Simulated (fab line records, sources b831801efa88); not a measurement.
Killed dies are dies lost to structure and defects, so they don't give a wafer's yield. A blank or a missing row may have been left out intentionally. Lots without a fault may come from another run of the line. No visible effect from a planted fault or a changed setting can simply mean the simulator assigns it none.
The tool behind it: which one?	flow sky130	7 lots, 21 wafers sampled, at 1 step of a route of 708

## WHAT THE GAUGES SHOWED, per wafer
SKY_NWELL_THK_MEAS_02.
lot	measured	on	NWELL_OXIDATION_THK (nm)
L554	day 3 10:13	film_metro-02	10.14 10.02 9.98
L561	day 4 18:13	film_metro-04	10.24 10.11 10.11
L560	day 4 18:14	film_metro-01	10.38 10.44 10.46
L565	day 5 09:12	film_metro-02	10.28 10.29 10.37
L572	day 6 23:14	film_metro-02	10.08 9.92 10.02
L574	day 7 02:40	film_metro-04	10.36 10.18 10.12
L576	day 7 14:44	film_metro-02	9.95 10.16 10.07

## WHICH TOOL RAN EACH LOT (tool, then ch and the chambers of the sampled wafers, then the start)
Record: no process step prior to these readings.

## THE ANSWER, worked out from the rows above alone
Rule: what is usual is taken from the lots themselves. Put in order of their means at a reading, lots are off if they are a third of the lots or fewer, leave a main group of 4 or more, and stand apart from it by a gap of 3 or more times the standard deviation of the main group's means; of several such gaps the widest counts. If all means in a main group match to the digits the tables above print for the reading, that group is not used. Also off: a lot with no number at a reading for which 4 or more lots have one. Any other lot the step has rows for is counted as sound.
Nothing can be told from this: no lot is off at any reading shown.

## WHAT THE SIMULATOR HAD INSERTED
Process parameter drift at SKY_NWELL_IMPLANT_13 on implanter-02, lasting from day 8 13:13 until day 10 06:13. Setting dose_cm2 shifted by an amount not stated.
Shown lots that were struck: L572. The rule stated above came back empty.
